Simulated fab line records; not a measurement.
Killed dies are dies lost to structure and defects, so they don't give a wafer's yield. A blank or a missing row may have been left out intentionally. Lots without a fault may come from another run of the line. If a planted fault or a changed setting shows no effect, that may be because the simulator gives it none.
fab line records	flow sky130
record lots=10	wafers=30	last_day=50
route steps=708 shown CAP2M@616 METAL4@629 VIA4@650 PAD_OPEN@708
lots untouched by any fault: they come from a run of this same line in which no faults occurred
start_h: hours from the record's opening day to when the first of the lot's shown wafers began	wait_h: time in hours since the lot's previous step	" the same as in the row above	L1.1+2: one row covering several wafers at once	- value missing, or start not given	* or withheld: withheld	< > ~ a bound
route shown NAME@n: a module of which the file shows steps, and the number in the route of the first	usual: average and standard deviation across the fault-free wafers	same: alike in all rows	chamber/n: place in a boat	sites: readings site by site	_std_site: the values' standard deviation	_edge_site: outer sites' mean less inner sites'	radius_mm: for every site, how far away it sits from the centre of the wafer	mask NAME#n: copy n	behind: tool/chamber where the wafer was last shaped	hold: why the lot went on hold/how many hours it stayed there/how the hold came to an end	device: the transistor (n, p or np) that didn't switch	end of line: at the end of the route, the tests of the same wafers	a step without rows: its recipe alone	killed: the dies lost at the first sort to structure and to defects; this is not the yield of the wafer	map: the dies of a wafer, with x for killed, . for not killed, _ for no die there
set.NAME: the setting that was run; set.NAME@STEP: the one run at that earlier step	model.NAME: the simulator's own value behind a step, which no gauge read
route steps across a sampled set of lots; one table per step, one row per wafer
services: from which hour (start_h, from the record's first day; less than 0 if before it) a tool's chamber was out of use, for how many hours, and why
## steps
# step SKY_CAP2M_METAL_ETCH_13
# recipe target_depth_nm=220	stop_on=SiO2	chemistry=Cl2/BCl3	target=TiN	pressure_mtorr=10	icp_w=900	bias_w=48.5	Cl2_flow_sccm=60	bcl3_flow_sccm=30	time_s=62.9
# usual bcl3_flow_sccm=29.98/0.094	chamber_pressure_mTorr=9.998/0.0092	drypump_motor_current_A=5.7/0.35	mfc_cl2_sccm=60.00/0.17	oes_product_au=0.939/0.0095	throttle_valve_pct=21.902/0.0096
lot.wafer	tool	chamber	start_h	wait_h	bcl3_flow_sccm	chamber_pressure_mTorr	drypump_motor_current_A	mfc_cl2_sccm	oes_product_au	rf_hours_counter_h	throttle_valve_pct
L965.2	rie_metal-02	0	957.82	0.0	29.96	9.999	5.2	59.96	0.929	6	21.902
L965.3	"	1	"	"	29.95	9.984	6.2	59.75	0.946	-	21.900
L965.4	"	0	"	"	30.05	10.004	5.2	60.17	0.937	-	21.909
L966.1	rie_metal-02	1	966.25	0.0	29.99	10.012	6.2	59.97	0.925	19	21.890
L966.4	"	0	"	"	29.90	9.997	5.3	59.94	0.948	-	21.913
L966.5	"	1	"	"	30.09	9.993	6.2	60.08	0.937	-	21.909
L976.1	rie_metal-02	1	1027.30	0.0	29.96	9.996	6.2	59.82	0.940	2	21.903
L976.4	"	1	"	"	30.00	10.003	6.3	59.80	0.922	-	21.909
L976.6	"	0	"	"	30.01	9.998	5.2	59.86	0.931	-	21.894
L978.1	rie_metal-04	0	1046.80	0.0	30.07	9.991	5.6	59.98	0.928	5	21.914
L978.2	"	1	"	"	29.93	10.002	6.0	59.92	0.943	19	21.904
L978.5	"	0	"	"	30.01	9.982	5.6	59.85	0.948	-	21.898
L982.1	rie_metal-02	1	1064.42	0.0	29.88	9.998	6.2	59.96	0.912	4	21.910
L982.2	"	0	"	"	29.94	10.002	5.3	59.98	0.948	12	21.909
L982.5	"	1	"	"	29.85	10.010	6.2	60.04	0.943	-	21.919
L981.1	rie_metal-02	0	1066.35	0.0	29.86	10.005	5.2	60.17	0.932	12	21.904
L981.2	"	0	"	"	29.91	10.004	5.2	59.86	0.933	-	21.916
L981.5	"	0	"	"	29.69	10.004	5.2	60.29	0.945	-	21.903
L983.1	rie_metal-03	0	1088.05	0.0	29.85	10.009	5.7	59.88	0.939	23	21.912
L983.3	"	0	"	"	30.00	9.992	5.7	60.22	0.943	-	21.899
L983.6	"	0	"	"	29.89	9.989	5.7	60.19	0.942	-	21.898
L984.1	rie_metal-04	1	1090.70	0.0	30.05	10.003	6.1	60.00	0.937	22	21.893
L984.3	"	0	"	"	29.79	9.991	5.6	60.02	0.943	-	21.918
L984.4	"	1	"	"	30.02	10.019	6.1	60.05	0.949	-	21.880
L985.3	rie_metal-03	0	1091.78	0.0	30.10	10.002	5.6	60.35	0.928	-	21.912
L985.4	"	1	"	"	30.08	10.003	5.8	60.21	0.941	-	21.908
L985.6	"	0	"	"	30.04	9.993	5.7	60.19	0.917	-	21.900
L986.4	rie_metal-03	0	1092.54	0.0	30.05	10.001	5.7	59.94	0.940	-	21.891
L986.5	"	0	"	"	30.06	10.003	5.7	59.88	0.929	-	21.891
L986.6	"	1	"	"	30.16	9.983	5.8	60.49	0.950	-	21.917
# step SKY_METAL4_CD_MEAS_13
# recipe target_cd_nm=300
# usual cd_nm=299.8/1.3
lot.wafer	tool	chamber	start_h	wait_h	cd_nm
L965.2	cd_sem-01	-	982.75	-	297.3
L965.3	"	-	"	"	298.0
L965.4	"	-	"	"	297.6
L966.1	cd_sem-01	-	990.53	-	299.3
L966.4	"	-	"	"	298.9
L966.5	"	-	"	"	299.9
L976.1	cd_sem-01	-	1050.48	-	300.6
L976.4	"	-	"	"	299.1
L976.6	"	-	"	"	299.7
L978.1	cd_sem-02	-	1068.83	-	299.0
L978.2	"	-	"	"	299.7
L978.5	"	-	"	"	300.4
L982.1	cd_sem-01	-	1085.13	-	298.7
L982.2	"	-	"	"	298.9
L982.5	"	-	"	"	297.8
L981.1	cd_sem-02	-	1087.67	-	298.4
L981.2	"	-	"	"	298.3
L981.5	"	-	"	"	298.6
L983.1	cd_sem-01	-	1108.48	-	299.5
L983.3	"	-	"	"	300.3
L983.6	"	-	"	"	299.1
L984.1	cd_sem-01	-	1111.43	-	300.8
L984.3	"	-	"	"	301.8
L984.4	"	-	"	"	300.3
L985.3	cd_sem-02	-	1112.41	-	298.9
L985.4	"	-	"	"	297.2
L985.6	"	-	"	"	299.6
L986.4	cd_sem-01	-	1113.39	-	300.0
L986.5	"	-	"	"	299.3
L986.6	"	-	"	"	300.2
# step SKY_VIA4_OVL_MEAS_11
# usual VIA4_OVL=0.4/1.4
lot.wafer	tool	chamber	start_h	wait_h	VIA4_OVL[nm]
L965.2	overlay-02	-	1007.29	0.1	-0.2
L965.3	"	-	"	"	-1.0
L965.4	"	-	"	"	0.4
L966.1	overlay-01	-	1015.38	0.1	0.0
L966.4	"	-	"	"	-0.6
L966.5	"	-	"	"	0.8
L976.1	overlay-02	-	1073.57	0.1	1.9
L976.4	"	-	"	"	1.9
L976.6	"	-	"	"	0.3
L978.1	overlay-02	-	1091.12	0.1	3.0
L978.2	"	-	"	"	4.4
L978.5	"	-	"	"	3.8
L982.1	overlay-01	-	1106.22	0.1	-0.9
L982.2	"	-	"	"	-3.4
L982.5	"	-	"	"	-2.0
L981.1	overlay-01	-	1109.62	0.1	0.6
L981.2	"	-	"	"	1.4
L981.5	"	-	"	"	2.0
L983.1	overlay-01	-	1129.28	0.1	2.4
L983.3	"	-	"	"	1.2
L983.6	"	-	"	"	2.7
L984.1	overlay-01	-	1131.67	0.1	0.8
L984.3	"	-	"	"	0.5
L984.4	"	-	"	"	1.7
L985.3	overlay-01	-	1133.78	0.1	-1.0
L985.4	"	-	"	"	-0.6
L985.6	"	-	"	"	-0.3
L986.4	overlay-01	-	1134.13	0.1	1.0
L986.5	"	-	"	"	-1.3
L986.6	"	-	"	"	0.6
# step SKY_VIA4_CVD_18
# recipe material=W	target_thk_nm=505	time_s=152.14	temp_c=402.8	pressure_torr=40
# usual heater_power_w=820/120
lot.wafer	tool	chamber	start_h	wait_h	heater_power_w
L965.2	cvd_w-01	0	1008.08	0.0	707
L965.3	"	0	"	"	717
L965.4	"	1	"	"	982
L966.1	cvd_w-01	1	1016.14	0.0	978
L966.4	"	1	"	"	987
L966.5	"	0	"	"	716
L976.1	cvd_w-02	0	1074.37	0.0	766
L976.4	"	0	"	"	743
L976.6	"	1	"	"	787
L978.1	cvd_w-02	1	1091.88	0.0	765
L978.2	"	0	"	"	776
L978.5	"	0	"	"	748
L982.1	cvd_w-01	1	1106.98	0.0	977
L982.2	"	0	"	"	735
L982.5	"	0	"	"	717
L981.1	cvd_w-01	0	1110.38	0.0	702
L981.2	"	1	"	"	1007
L981.5	"	0	"	"	695
L983.1	cvd_w-01	0	1130.08	0.0	734
L983.3	"	1	"	"	966
L983.6	"	1	"	"	1006
L984.1	cvd_w-01	1	1132.55	0.0	984
L984.3	"	0	"	"	723
L984.4	"	1	"	"	999
L985.3	cvd_w-01	0	1134.63	0.1	706
L985.4	"	1	"	"	997
L985.6	"	1	"	"	975
L986.4	cvd_w-01	1	1135.36	0.1	999
L986.5	"	1	"	"	988
L986.6	"	0	"	"	717
# step SKY_VIA4_RS_MEAS_19
# recipe thk_meas_gauge=four-point-probe	reads=W_of_VIA4_CVD_18+TiN_of_VIA4_SPUTTER_17
# usual VIA4_W_RS=0.2143/0.0029
lot.wafer	tool	chamber	start_h	wait_h	VIA4_W_RS[ohm/sq]
L965.2	film_metro-01	-	1008.25	0.1	0.2106
L965.3	"	-	"	"	0.2101
L965.4	"	-	"	"	0.2153
L966.1	film_metro-01	-	1016.30	0.1	0.2133
L966.4	"	-	"	"	0.2153
L966.5	"	-	"	"	0.2113
L976.1	film_metro-04	-	1074.53	0.1	0.4255
L976.4	"	-	"	"	0.2128
L976.6	"	-	"	"	0.2185
L978.1	film_metro-01	-	1092.03	0.1	0.4439
L978.2	"	-	"	"	0.4248
L978.5	"	-	"	"	0.2125
L982.1	film_metro-04	-	1107.13	0.1	0.2124
L982.2	"	-	"	"	0.2136
L982.5	"	-	"	"	0.2121
L981.1	film_metro-02	-	1110.53	0.1	0.2132
L981.2	"	-	"	"	0.2118
L981.5	"	-	"	"	0.2127
L983.1	film_metro-01	-	1130.23	0.1	0.2168
L983.3	"	-	"	"	0.2164
L983.6	"	-	"	"	0.2179
L984.1	film_metro-04	-	1132.70	0.1	0.2128
L984.3	"	-	"	"	0.2123
L984.4	"	-	"	"	0.2139
L985.3	film_metro-01	-	1134.77	0.1	0.2155
L985.4	"	-	"	"	0.2162
L985.6	"	-	"	"	0.2178
L986.4	film_metro-02	-	1135.52	0.1	0.2156
L986.5	"	-	"	"	0.2152
L986.6	"	-	"	"	0.2121
# step SKY_VIA4_THK_MEAS_20
# recipe thk_meas_gauge=xrf	reads=W_of_VIA4_CVD_18
# usual VIA4_W_THK=521/7.8
lot.wafer	tool	chamber	start_h	wait_h	VIA4_W_THK[nm]
L965.2	film_metro-01	-	1008.36	0.1	534
L965.3	"	-	"	"	536
L965.4	"	-	"	"	520
L966.1	film_metro-01	-	1016.42	0.1	528
L966.4	"	-	"	"	520
L966.5	"	-	"	"	534
L976.1	film_metro-04	-	1074.65	0.1	263
L976.4	"	-	"	"	515
L976.6	"	-	"	"	504
L978.1	film_metro-01	-	1092.15	0.1	253
L978.2	"	-	"	"	267
L978.5	"	-	"	"	522
L982.1	film_metro-04	-	1107.25	0.1	524
L982.2	"	-	"	"	520
L982.5	"	-	"	"	522
L981.1	film_metro-02	-	1110.65	0.1	522
L981.2	"	-	"	"	530
L981.5	"	-	"	"	526
L983.1	film_metro-01	-	1130.35	0.1	517
L983.3	"	-	"	"	520
L983.6	"	-	"	"	518
L984.1	film_metro-04	-	1132.82	0.1	518
L984.3	"	-	"	"	517
L984.4	"	-	"	"	517
L985.3	film_metro-01	-	1134.87	0.1	522
L985.4	"	-	"	"	520
L985.6	"	-	"	"	519
L986.4	film_metro-02	-	1135.61	0.1	517
L986.5	"	-	"	"	519
L986.6	"	-	"	"	526
# step SKY_VIA4_CMP_21
# recipe stop_on=SiO2	t_overpolish_s=25	down_force_psi=3.5	platen_rpm=60	target_thk_nm=0	pad_velocity_m_s=0.94248
# usual motor_current_A=11.4/1.2	slurry_filter_dp_kPa=13.50/0.14	time_to_endpoint_s=131/5.3
lot.wafer	tool	chamber	start_h	wait_h	motor_current_A	slurry_filter_dp_kPa	time_to_endpoint_s
L965.4	cmp-01	0	1008.69	0.3	10.9	13.52	135
L965.2	"	1	"	"	11.1	13.47	129
L965.3	"	3	"	"	14.0	13.69	135
L966.4	cmp-01	3	1016.48	0.0	14.3	13.59	135
L966.1	"	2	"	"	10.8	13.26	140
L966.5	"	3	"	"	14.3	13.68	132
L976.1	cmp-01	1	1074.81	0.2	10.9	13.33	62
L976.4	"	0	"	"	11.3	13.57	133
L976.6	"	2	"	"	11.2	13.49	128
L978.1	cmp-02	3	1093.06	0.9	11.6	13.45	62
L978.2	"	0	"	"	9.4	13.63	74
L978.5	"	1	"	"	11.3	13.42	138
L982.2	cmp-01	1	1107.31	0.0	10.5	13.74	125
L982.1	"	2	"	"	10.5	13.41	133
L982.5	"	2	"	"	10.9	13.49	134
L981.1	cmp-01	2	1110.95	0.3	10.7	13.75	136
L981.2	"	3	"	"	13.2	13.60	131
L981.5	"	0	"	"	11.6	13.34	134
L983.1	cmp-02	0	1130.51	0.1	9.6	13.47	141
L983.3	"	1	"	"	11.2	13.67	136
L983.6	"	2	"	"	11.4	13.49	131
L984.1	cmp-01	2	1132.93	0.1	10.4	13.46	137
L984.3	"	3	"	"	13.8	13.65	134
L984.4	"	0	"	"	12.0	13.50	133
L985.4	cmp-02	3	1135.09	0.2	12.3	13.37	128
L985.3	"	0	"	"	9.5	13.64	134
L985.6	"	3	"	"	11.8	13.57	120
L986.4	cmp-02	3	1135.69	0.1	11.6	13.70	124
L986.6	"	2	"	"	11.2	13.65	131
L986.5	"	3	"	"	11.8	13.46	127
# step SKY_PAD_OPEN_PROBE_99
# usual defect_limited_yield=82.3/1.7	killed_at_M0_to_M3=43/6.8	killed_at_M4_up=3.3/1.8	killed_at_contacts=25/5.9	killed_at_front_end=16/4.2	killed_at_other=0.3/0.69	killed_dies=87/8.6	killed_open=48/6.3	killed_short=39/5.3	sort_bin_3_pad_short=0.9/0.38	sort_bin_5_function=10.5/1.4	sort_bin_6_memory=6.4/1.1	sort_n_pass=405/8.6	sort_yield_pct=82.3/1.7
# same gross_dies=492	killed_at_back_side=0	sort_bin_4_leakage[%]=0	sort_bin_8_speed[%]=0
lot.wafer	tool	chamber	start_h	wait_h	defect_limited_yield[%]	killed_at_M0_to_M3	killed_at_M4_up	killed_at_contacts	killed_at_front_end	killed_at_other	killed_dies	killed_open	killed_short	sort_bin_3_pad_short[%]	sort_bin_5_function[%]	sort_bin_6_memory[%]	sort_n_pass	sort_yield_pct[%]
L965.2	prober-02	-	1077.93	0.1	83.1	39	4	33	7	0	83	38	44	0.6	10.0	6.3	409	83.1
L965.3	prober-02	-	1077.98	0.2	82.1	46	3	30	9	0	88	56	32	0.6	11.0	6.3	404	82.1
L965.4	prober-02	-	1078.03	0.2	80.5	49	6	29	12	0	96	60	36	0.4	12.6	6.5	396	80.5
L966.1	prober-01	-	1085.68	0.1	80.9	49	5	26	14	0	94	55	39	1.0	9.8	8.3	398	80.9
L966.4	prober-01	-	1085.83	0.2	83.3	52	1	17	12	0	82	51	31	1.0	9.3	6.3	410	83.3
L966.5	prober-01	-	1085.88	0.2	81.1	51	4	22	16	0	93	50	42	0.8	10.6	7.5	399	81.1
L976.1	prober-02	-	1138.76	0.1	80.9	43	3	35	13	0	94	57	37	1.0	11.8	6.3	398	80.9
L976.4	prober-02	-	1138.91	0.2	81.9	41	5	22	21	0	89	45	42	1.0	10.8	6.3	403	81.9
L976.6	prober-02	-	1139.01	0.2	79.3	56	2	21	21	2	102	58	43	1.0	12.2	7.5	390	79.3
L978.1	prober-02	-	1154.75	0.1	83.5	45	2	12	22	0	81	41	40	1.0	9.8	5.7	411	83.5
L978.2	prober-02	-	1154.80	0.1	81.7	46	4	18	22	0	90	47	43	0.8	11.4	6.1	402	81.7
L978.5	prober-02	-	1154.95	0.2	79.9	41	8	28	22	0	99	53	46	0.4	11.0	8.7	393	79.9
L982.1	prober-02	-	1166.14	0.1	81.9	43	4	25	16	1	89	51	38	0.4	12.0	5.7	403	81.9
L982.2	prober-02	-	1166.19	0.1	82.5	38	3	30	15	0	86	48	38	0.8	9.3	7.3	406	82.5
L982.5	prober-02	-	1166.34	0.2	84.3	37	3	22	15	0	77	50	27	0.6	8.7	6.3	415	84.3
L981.1	prober-02	-	1172.04	0.1	82.3	40	1	33	13	0	87	52	34	0.8	11.6	5.3	405	82.3
L981.2	prober-02	-	1172.09	0.1	79.9	54	1	19	25	0	99	53	43	0.8	12.2	7.1	393	79.9
L981.5	prober-02	-	1172.24	0.2	83.3	35	2	28	17	0	82	43	38	1.4	9.3	5.9	410	83.3
L983.1	prober-01	-	1185.15	0.1	83.9	35	4	23	17	0	79	45	34	1.0	10.2	4.9	413	83.9
L983.3	prober-01	-	1185.25	0.2	86.6	29	3	16	18	0	66	33	33	0.4	8.1	4.9	426	86.6
L983.6	prober-01	-	1185.40	0.2	82.1	42	1	25	20	0	88	48	40	1.2	10.8	5.9	404	82.1
L984.1	prober-02	-	1188.94	0.1	85.2	30	3	27	13	0	73	43	30	1.2	7.7	5.9	419	85.2
L984.3	prober-02	-	1189.04	0.2	84.3	39	1	22	15	0	77	40	37	1.2	10.0	4.5	415	84.3
L984.4	prober-02	-	1189.09	0.2	83.5	40	7	24	9	1	81	42	39	0.8	10.8	4.9	411	83.5
L985.3	prober-01	-	1190.54	0.2	83.1	39	2	24	18	0	83	56	27	0.4	9.1	7.3	409	83.1
L985.4	prober-01	-	1190.59	0.2	84.1	33	2	24	19	0	78	44	32	1.0	8.9	5.9	414	84.1
L985.6	prober-01	-	1190.69	0.2	85.6	37	4	21	9	0	71	37	34	1.4	8.7	4.3	421	85.6
L986.4	prober-01	-	1192.09	0.2	81.1	56	7	14	16	0	93	59	34	0.8	10.8	7.3	399	81.1
L986.5	prober-01	-	1192.14	0.2	83.3	45	7	19	11	0	82	42	40	1.2	10.8	4.7	410	83.3
L986.6	prober-01	-	1192.19	0.2	82.9	38	1	21	24	0	84	45	39	0.8	10.6	5.7	408	82.9
# killed by level:class
L965.2 CONTACT:geometric_particle:open=9 VIA3:geometric_particle:open=8 VIA1:geometric_particle:open=8 LI_CONTACT:geometric_particle:short=7 LI_CONTACT:geometric_particle:open=6 METAL2:geometric_particle:short=6 LOCAL_INTERCONNECT:geometric_particle:short=5 CONTACT:geometric_particle:short=5
L965.3 CONTACT:geometric_particle:open=18 VIA1:geometric_particle:open=11 VIA3:geometric_particle:open=9 CONTACT:geometric_particle:short=6 METAL1:geometric_particle:short=6 VIA2:geometric_particle:open=5 LI_CONTACT:geometric_particle:open=4 VIA1:geometric_particle:short=4
L965.4 VIA2:geometric_particle:open=13 CONTACT:geometric_particle:open=12 LI_CONTACT:geometric_particle:open=10 VIA1:geometric_particle:open=8 METAL1:geometric_particle:short=8 VIA3:geometric_particle:short=6 POLY_GATE:geometric_particle:open=4 METAL4:geometric_particle:short=4
L966.1 CONTACT:geometric_particle:open=12 VIA1:geometric_particle:open=11 VIA3:geometric_particle:open=10 POLY_GATE:geometric_particle:short=6 CONTACT:geometric_particle:short=6 METAL2:geometric_particle:short=6 VIA2:geometric_particle:open=6 LI_CONTACT:geometric_particle:open=5
L966.4 VIA2:geometric_particle:open=11 VIA1:geometric_particle:open=10 CONTACT:geometric_particle:open=9 VIA3:geometric_particle:open=9 VIA3:geometric_particle:short=5 VIA1:geometric_particle:short=4 METAL2:geometric_particle:short=4 FIELD_ISO:geometric_particle:short=3
L966.5 VIA1:geometric_particle:open=13 CONTACT:geometric_particle:open=8 VIA3:geometric_particle:open=7 CONTACT:geometric_particle:short=6 FIELD_ISO:geometric_particle:open=5 METAL2:geometric_particle:short=5 VIA2:geometric_particle:open=5 METAL3:geometric_particle:short=5
L976.1 CONTACT:geometric_particle:open=13 VIA1:geometric_particle:open=12 VIA3:geometric_particle:open=9 CONTACT:geometric_particle:short=8 LI_CONTACT:geometric_particle:open=7 LI_CONTACT:geometric_particle:short=5 POLY_GATE:geometric_particle:short=4 POLY_GATE:geometric_particle:open=4
L976.4 FIELD_ISO:geometric_particle:open=10 VIA1:geometric_particle:open=8 VIA1:geometric_particle:short=8 VIA2:geometric_particle:open=6 LI_CONTACT:geometric_particle:open=6 LOCAL_INTERCONNECT:geometric_particle:short=6 CONTACT:geometric_particle:open=6 VIA3:geometric_particle:open=6
L976.6 VIA1:geometric_particle:open=15 VIA2:geometric_particle:open=11 LI_CONTACT:geometric_particle:open=8 POLY_GATE:geometric_particle:open=7 VIA2:geometric_particle:short=7 FIELD_ISO:geometric_particle:open=6 CONTACT:geometric_particle:open=5 VIA1:geometric_particle:short=5
L978.1 VIA1:geometric_particle:open=9 VIA1:geometric_particle:short=8 FIELD_ISO:geometric_particle:open=7 FIELD_ISO:geometric_particle:short=7 METAL1:geometric_particle:short=6 CONTACT:geometric_particle:open=5 VIA2:geometric_particle:open=5 VIA3:geometric_particle:open=5
L978.2 VIA1:geometric_particle:open=12 FIELD_ISO:geometric_particle:short=7 CONTACT:geometric_particle:open=7 POLY_GATE:geometric_particle:short=6 VIA1:geometric_particle:short=6 METAL3:geometric_particle:short=6 FIELD_ISO:geometric_particle:open=5 LI_CONTACT:geometric_particle:open=5
L978.5 CONTACT:geometric_particle:open=11 LI_CONTACT:geometric_particle:open=10 POLY_GATE:geometric_particle:short=9 VIA2:geometric_particle:open=8 METAL4:geometric_particle:short=7 VIA1:geometric_particle:open=7 VIA1:geometric_particle:short=6 FIELD_ISO:geometric_particle:open=5
L982.1 VIA1:geometric_particle:open=14 CONTACT:geometric_particle:open=9 VIA3:geometric_particle:open=8 LI_CONTACT:geometric_particle:open=5 METAL1:geometric_particle:short=5 FIELD_ISO:geometric_particle:short=4 POLY_GATE:geometric_particle:short=4 LOCAL_INTERCONNECT:geometric_particle:short=4
L982.2 LI_CONTACT:geometric_particle:open=12 CONTACT:geometric_particle:open=9 VIA1:geometric_particle:open=9 CONTACT:geometric_particle:short=6 FIELD_ISO:geometric_particle:short=5 VIA2:geometric_particle:short=5 METAL1:geometric_particle:short=4 METAL2:geometric_particle:short=4
L982.5 VIA1:geometric_particle:open=11 CONTACT:geometric_particle:open=10 VIA2:geometric_particle:open=7 POLY_GATE:geometric_particle:open=6 LI_CONTACT:geometric_particle:open=6 VIA2:geometric_particle:short=4 CONTACT:geometric_particle:short=4 METAL1:geometric_particle:short=4
L981.1 VIA1:geometric_particle:open=13 CONTACT:geometric_particle:open=12 LI_CONTACT:geometric_particle:open=8 VIA2:geometric_particle:open=5 CONTACT:geometric_particle:short=5 METAL1:geometric_particle:short=5 VIA1:geometric_particle:short=5 FIELD_ISO:geometric_particle:short=4
L981.2 VIA1:geometric_particle:open=12 METAL1:geometric_particle:short=9 LI_CONTACT:geometric_particle:open=8 POLY_GATE:geometric_particle:open=7 VIA1:geometric_particle:short=7 VIA3:geometric_particle:open=7 VIA2:geometric_particle:open=7 FIELD_ISO:geometric_particle:short=5
L981.5 CONTACT:geometric_particle:open=13 LI_CONTACT:geometric_particle:open=7 VIA1:geometric_particle:open=7 LI_CONTACT:geometric_particle:short=6 VIA3:geometric_particle:open=6 FIELD_ISO:geometric_particle:short=5 FIELD_ISO:geometric_particle:open=4 POLY_GATE:geometric_particle:open=4
L983.1 VIA1:geometric_particle:open=13 CONTACT:geometric_particle:open=8 POLY_GATE:geometric_particle:short=6 LI_CONTACT:geometric_particle:open=6 VIA3:geometric_particle:open=5 FIELD_ISO:geometric_particle:short=4 LOCAL_INTERCONNECT:geometric_particle:short=4 CONTACT:geometric_particle:short=4
L983.3 FIELD_ISO:geometric_particle:short=12 VIA1:geometric_particle:open=7 METAL1:geometric_particle:short=6 VIA2:geometric_particle:open=5 LI_CONTACT:geometric_particle:open=5 CONTACT:geometric_particle:open=5 FIELD_ISO:geometric_particle:open=4 METAL2:geometric_particle:short=4
L983.6 VIA1:geometric_particle:open=15 VIA2:geometric_particle:open=8 CONTACT:geometric_particle:short=8 METAL1:geometric_particle:short=8 LOCAL_INTERCONNECT:geometric_particle:short=7 FIELD_ISO:geometric_particle:open=6 POLY_GATE:geometric_particle:short=5 VIA1:geometric_particle:short=5
L984.1 CONTACT:geometric_particle:open=12 CONTACT:geometric_particle:short=7 VIA3:geometric_particle:open=6 VIA1:geometric_particle:open=6 LI_CONTACT:geometric_particle:open=5 FIELD_ISO:geometric_particle:open=4 POLY_GATE:geometric_particle:short=4 METAL1:geometric_particle:short=3
L984.3 VIA1:geometric_particle:open=7 CONTACT:geometric_particle:open=7 METAL1:geometric_particle:short=7 VIA2:geometric_particle:open=7 LOCAL_INTERCONNECT:geometric_particle:short=6 FIELD_ISO:geometric_particle:open=5 FIELD_ISO:geometric_particle:short=4 LI_CONTACT:geometric_particle:open=4
L984.4 VIA3:geometric_particle:open=11 CONTACT:geometric_particle:open=8 CONTACT:geometric_particle:short=7 VIA1:geometric_particle:open=7 METAL4:geometric_particle:short=6 VIA1:geometric_particle:short=4 VIA2:geometric_particle:open=4 FIELD_ISO:geometric_particle:short=3
L985.3 CONTACT:geometric_particle:open=10 VIA2:geometric_particle:open=10 VIA1:geometric_particle:open=9 LI_CONTACT:geometric_particle:open=8 POLY_GATE:geometric_particle:open=6 METAL2:geometric_particle:short=5 POLY_GATE:geometric_particle:short=4 FIELD_ISO:geometric_particle:open=3
L985.4 CONTACT:geometric_particle:open=11 VIA1:geometric_particle:open=7 VIA2:geometric_particle:open=7 FIELD_ISO:geometric_particle:open=6 LI_CONTACT:geometric_particle:open=6 POLY_GATE:geometric_particle:short=5 METAL2:geometric_particle:short=4 VIA2:geometric_particle:short=4
L985.6 CONTACT:geometric_particle:open=7 VIA2:geometric_particle:open=7 LI_CONTACT:geometric_particle:open=6 VIA1:geometric_particle:open=6 VIA1:geometric_particle:short=5 METAL1:geometric_particle:short=4 METAL2:geometric_particle:short=4 VIA2:geometric_particle:short=4
L986.4 VIA1:geometric_particle:open=18 FIELD_ISO:geometric_particle:open=9 VIA2:geometric_particle:open=7 VIA3:geometric_particle:open=7 METAL2:geometric_particle:short=6 METAL4:geometric_particle:short=6 LI_CONTACT:geometric_particle:open=5 CONTACT:geometric_particle:open=5
L986.5 VIA1:geometric_particle:open=9 CONTACT:geometric_particle:open=7 METAL1:geometric_particle:short=6 FIELD_ISO:geometric_particle:open=5 LI_CONTACT:geometric_particle:open=5 VIA3:geometric_particle:open=5 VIA1:geometric_particle:short=5 METAL4:geometric_particle:short=5
L986.6 LI_CONTACT:geometric_particle:open=8 VIA1:geometric_particle:open=8 FIELD_ISO:geometric_particle:open=7 FIELD_ISO:geometric_particle:short=6 VIA1:geometric_particle:short=6 LI_CONTACT:geometric_particle:short=5 CONTACT:geometric_particle:open=5 VIA3:geometric_particle:open=5
## services
tool	chamber	start_h	hours	kind
cvd_w-02	-	960.49	0.5	repair
cmp-01	-	978.46	0.8	repair
rie_metal-02	1	979.14	-	clean
rie_metal-02	1	979.14	21.2	scheduled_down
rie_metal-02	1	979.14	21.2	vent_cycle
rie_metal-02	-	988.15	0.1	repair
cmp-02	-	1007.79	2.1	repair
cmp-01	-	1010.00	6.4	pm
cmp-01	-	1018.34	0.8	repair
rie_metal-02	-	1020.31	0.2	repair
rie_metal-03	0	1061.91	19.3	repair
rie_metal-02	1	1065.30	4.9	repair
cmp-01	-	1077.64	12.6	pm
cmp-01	-	1090.22	4.0	pm
cmp-01	-	1094.22	-	consumable_replace:conditioner
cmp-01	-	1094.22	-	consumable_replace:pad
cmp-01	-	1096.64	0.3	repair
rie_metal-03	0	1097.09	-	clean
rie_metal-03	0	1097.09	22.2	scheduled_down
rie_metal-03	0	1097.09	22.2	vent_cycle
cmp-02	-	1105.40	0.4	repair
## key
first_sign step=SKY_VIA4_RS_MEAS_19	reading=VIA4_W_RS	direction=up	sigmas=74	usual=0.2143	struck=0.4314
effect step=SKY_VIA4_THK_MEAS_20	reading=VIA4_W_THK	direction=down	sigmas=33	usual=521	struck=261
effect step=SKY_VIA4_CMP_21	reading=time_to_endpoint_s	direction=down	sigmas=12	usual=*	struck=*
met_at SKY_VIA4_CVD_18
struck_lots L976,L978
struck_wafers L976.1,L978.1,L978.2
not_acting_at SKY_CAP2M_METAL_ETCH_13,SKY_METAL4_CD_MEAS_13,SKY_VIA4_OVL_MEAS_11
fault kind=process_parameter_drift	tool=cvd_w-02	chamber=-	onset_h=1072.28	steps=SKY_VIA4_CVD_18	channel=target_thk_nm	offset=-247	shape=step	end_h=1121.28	scope=struck_wafers_only	acts_in=these_recipes_only	stated=505
